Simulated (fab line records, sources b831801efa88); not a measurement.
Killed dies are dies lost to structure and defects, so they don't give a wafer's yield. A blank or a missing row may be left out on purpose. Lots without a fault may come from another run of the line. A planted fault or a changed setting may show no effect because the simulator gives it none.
Which tool did it? | flow gf180mcu | 13 lots, 39 wafers sampled, at 5 steps of a route of 602

WHAT THE GAUGES READ, wafer by wafer
GF_STI_THK_MEAS_04. Usual: STI_CVD_03_THK 207.3 nm, standard deviation 1.8.
lot  | measured    | on            | STI_CVD_03_THK (nm) | flag
L231 | day 1 18:53 | film_metro-01 | 206.5 208.4 208.0   |
L232 | day 1 23:38 | film_metro-03 | 202.5 201.8 202.1   |
L233 | day 2 05:33 | film_metro-03 | 208.1 207.8 207.9   |
L236 | day 2 19:34 | film_metro-03 | 206.7 207.4 206.7   |
L237 | day 3 00:43 | film_metro-03 | 207.5 207.9 207.8   |
L238 | day 3 06:33 | film_metro-01 | 210.4 210.1 209.1   |
L244 | day 4 11:34 | film_metro-01 | 211.2 207.5 207.8   |
L245 | day 4 16:34 | film_metro-04 | 208.8 208.9 209.6   |
L246 | day 4 22:54 | film_metro-03 | 208.4 206.8 206.6   |
L249 | day 5 14:09 | film_metro-04 | 205.1 206.0 206.0   |
L250 | day 5 18:49 | film_metro-03 | 205.7 208.8 205.2   |
L251 | day 6 00:37 | film_metro-01 | 209.6 207.1 206.2   |
L252 | day 6 04:23 | film_metro-04 | 208.5 204.9 207.2   |

GF_VT_IMPLANT_TW_MEAS_21. Usual: VT_IMPLANT_2_TW 1204, standard deviation 13.
lot  | measured     | on            | VT_IMPLANT_2_TW | flag
L231 | day 6 12:16  | film_metro-02 | 1220 1213 1212  |
L232 | day 6 17:18  | film_metro-03 | 1190 1197 1188  |
L233 | day 7 00:17  | film_metro-02 | 1207 1205 1207  |
L236 | day 7 20:05  | film_metro-03 | 1195 1192 1191  |
L237 | day 8 02:09  | film_metro-01 | 1072 1073 1067  | OFF
L238 | day 8 08:44  | film_metro-02 | 1092 1094 1088  | OFF
L244 | day 9 21:57  | film_metro-03 | 1199 1201 1185  |
L245 | day 10 04:32 | film_metro-03 | 1195 1191 1190  |
L246 | day 10 14:18 | film_metro-02 | 1209 1217 1209  |
L249 | day 11 06:57 | film_metro-03 | 1190 1192 1185  |
L250 | day 11 12:35 | film_metro-01 | 1197 1199 1197  |
L251 | day 11 20:14 | film_metro-03 | 1189 1188 1192  |
L252 | day 12 01:22 | film_metro-01 | 1186 1191 1192  |

GF_M1_THK_MEAS_06: measures by xrf. Usual: M1_ALCU_THK 464 nm, standard deviation 5.1.
lot  | measured     | on            | M1_ALCU_THK (nm) | flag
L231 | day 16 11:08 | film_metro-01 | 464 464 463      |
L232 | day 16 21:08 | film_metro-03 | 468 465 472      |
L233 | day 17 09:08 | film_metro-03 | 459 464 461      |
L236 | day 18 07:46 | film_metro-01 | 466 469 465      |
L237 | day 18 17:57 | film_metro-01 | 472 469 469      |
L238 | day 19 03:56 | film_metro-01 | 470 476 475      |
L244 | day 21 08:47 | film_metro-01 | 462 465 469      |
L245 | day 21 18:16 | film_metro-02 | 460 467 466      |
L246 | day 22 02:17 | film_metro-03 | 465 468 469      |
L249 | day 23 00:50 | film_metro-02 | 465 462 463      |
L250 | day 23 07:58 | film_metro-03 | 469 467 466      |
L251 | day 23 17:53 | film_metro-01 | 467 460 467      |
L252 | day 23 22:42 | film_metro-03 | 468 467 469      |

WHICH TOOL RAN EACH LOT (tool, then ch and the chambers of the sampled wafers, then the start)
lot  | GF_NWELL_STRIP_10                   | GF_VT_IMPLANT_IMPLANT_19
L231 | plasma_asher-01 ch 0,1, day 3 12:53 | implanter-04 ch 0, day 6 12:04
L232 | plasma_asher-03 ch 0,1, day 3 16:50 | implanter-02 ch 0, day 6 17:04
L233 | plasma_asher-01 ch 0,1, day 3 23:41 | implanter-01 ch 0, day 7 00:02
L236 | plasma_asher-03 ch 0,1, day 4 16:35 | implanter-01 ch 0, day 7 19:51
L237 | plasma_asher-02 ch 0, day 4 21:23   | implanter-02 ch 0, day 8 01:55
L238 | plasma_asher-03 ch 0,1, day 5 03:34 | implanter-02 ch 0, day 8 08:29
L244 | plasma_asher-03 ch 0,1, day 6 11:56 | implanter-01 ch 0, day 9 21:43
L245 | plasma_asher-02 ch 0,1, day 6 17:41 | implanter-01 ch 0, day 10 04:17
L246 | plasma_asher-03 ch 0,1, day 7 00:41 | implanter-04 ch 0, day 10 14:04
L249 | plasma_asher-03 ch 0, day 7 16:29   | implanter-02 ch 0, day 11 06:43
L250 | plasma_asher-03 ch 0,1, day 7 20:05 | implanter-01 ch 0, day 11 12:21
L251 | plasma_asher-02 ch 0,1, day 8 02:17 | implanter-02 ch 0, day 11 19:59
L252 | plasma_asher-01 ch 0,1, day 8 08:37 | implanter-02 ch 0, day 12 01:08
- GF_NWELL_STRIP_10: strips in O2/N2.
- GF_VT_IMPLANT_IMPLANT_19

WHAT THE TOOLS THEMSELVES READ (means of the sampled wafers that have a number; where no wafer has one, the mark that the record gives instead)
GF_NWELL_STRIP_10. Usual: chamber_pressure_mTorr 1500.0 mTorr, standard deviation 1.4; drypump_motor_current_A 5.9 A, standard deviation 0.4; heater_power_w 335 W, standard deviation 26; oes_product_au 0.722 a.u., standard deviation 0.0046; platen_temp_c 250.01 C, standard deviation 0.15; strip_time_to_endpoint_s 36.94 s, standard deviation 0.077.
lot  | tool            | chamber_pressure_mTorr (mTorr) | drypump_motor_current_A (A) | heater_power_w (W) | oes_product_au (a.u.) | platen_temp_c (C) | strip_time_to_endpoint_s (s) | flag
L231 | plasma_asher-01 | 1499.9                         | 6.3                         | 334                | 0.719                 | 249.86            | 36.93                        |
L232 | plasma_asher-03 | 1499.3                         | 5.7                         | 321                | 0.727                 | 249.89            | 37.05                        |
L233 | plasma_asher-01 | 1500.1                         | 6.1                         | 333                | 0.720                 | 249.96            | 36.93                        |
L236 | plasma_asher-03 | 1498.6                         | 5.5                         | 310                | 0.717                 | 250.15            | 36.97                        |
L237 | plasma_asher-02 | 1500.9                         | 5.9                         | 339                | 0.724                 | 249.98            | 36.92                        |
L238 | plasma_asher-03 | 1500.6                         | 5.5                         | 302                | 0.720                 | 250.01            | 37.01                        |
L244 | plasma_asher-03 | 1501.0                         | 5.5                         | 308                | 0.719                 | 250.02            | 36.85                        |
L245 | plasma_asher-02 | 1499.9                         | 6.0                         | 354                | 0.717                 | 250.14            | 36.92                        |
L246 | plasma_asher-03 | 1500.9                         | 5.5                         | 310                | 0.721                 | 250.01            | 36.93                        |
L249 | plasma_asher-03 | 1500.2                         | 6.0                         | 330                | 0.726                 | 249.99            | 36.87                        |
L250 | plasma_asher-03 | 1501.1                         | 5.5                         | 308                | 0.727                 | 249.97            | 36.90                        |
L251 | plasma_asher-02 | 1499.1                         | 6.0                         | 347                | 0.721                 | 249.92            | 36.89                        |
L252 | plasma_asher-01 | 1499.9                         | 6.3                         | 332                | 0.724                 | 250.09            | 36.91                        |

GF_VT_IMPLANT_IMPLANT_19. Usual: tilt_deg 6.999 degrees, standard deviation 0.02.
lot  | tool         | tilt_deg (degrees) | flag
L231 | implanter-04 | 7.017              |
L232 | implanter-02 | 7.010              |
L233 | implanter-01 | 6.983              |
L236 | implanter-01 | 7.005              |
L237 | implanter-02 | -0.021             | OFF
L238 | implanter-02 | 0.000              | OFF
L244 | implanter-01 | 6.999              |
L245 | implanter-01 | 7.013              |
L246 | implanter-04 | 7.019              |
L249 | implanter-02 | 6.984              |
L250 | implanter-01 | 6.987              |
L251 | implanter-02 | 7.005              |
L252 | implanter-02 | 7.006              |

THE ANSWER, worked out from the rows above alone
Rule: a lot is off if the mean of its wafers that have a number lies more than 3 standard deviations from the usual mean. A lot without any number at a reading at which 4 lots or more have one is off too. The other lots that the step has rows for count as sound. The gauges are gone through in route order, then the tools' own readings, and for those a lot's mean is taken as printed above. The first step at which some lot is off is used, and at that step the reading that is off furthest; a lot without a number counts as furthest.
Off: L237, L238, at GF_VT_IMPLANT_TW_MEAS_21 (VT_IMPLANT_2_TW).
A tool fits if, at a process step before that reading, it ran every lot that is off, and no sound lot after the first of them. The gauges at GF_VT_IMPLANT_TW_MEAS_21 aren't tried: what is off there is off at GF_VT_IMPLANT_IMPLANT_19 too, on other tools, and a gauge's error can't cause that. None of those tried fits.

WHAT THE SIMULATOR HAD PUT IN
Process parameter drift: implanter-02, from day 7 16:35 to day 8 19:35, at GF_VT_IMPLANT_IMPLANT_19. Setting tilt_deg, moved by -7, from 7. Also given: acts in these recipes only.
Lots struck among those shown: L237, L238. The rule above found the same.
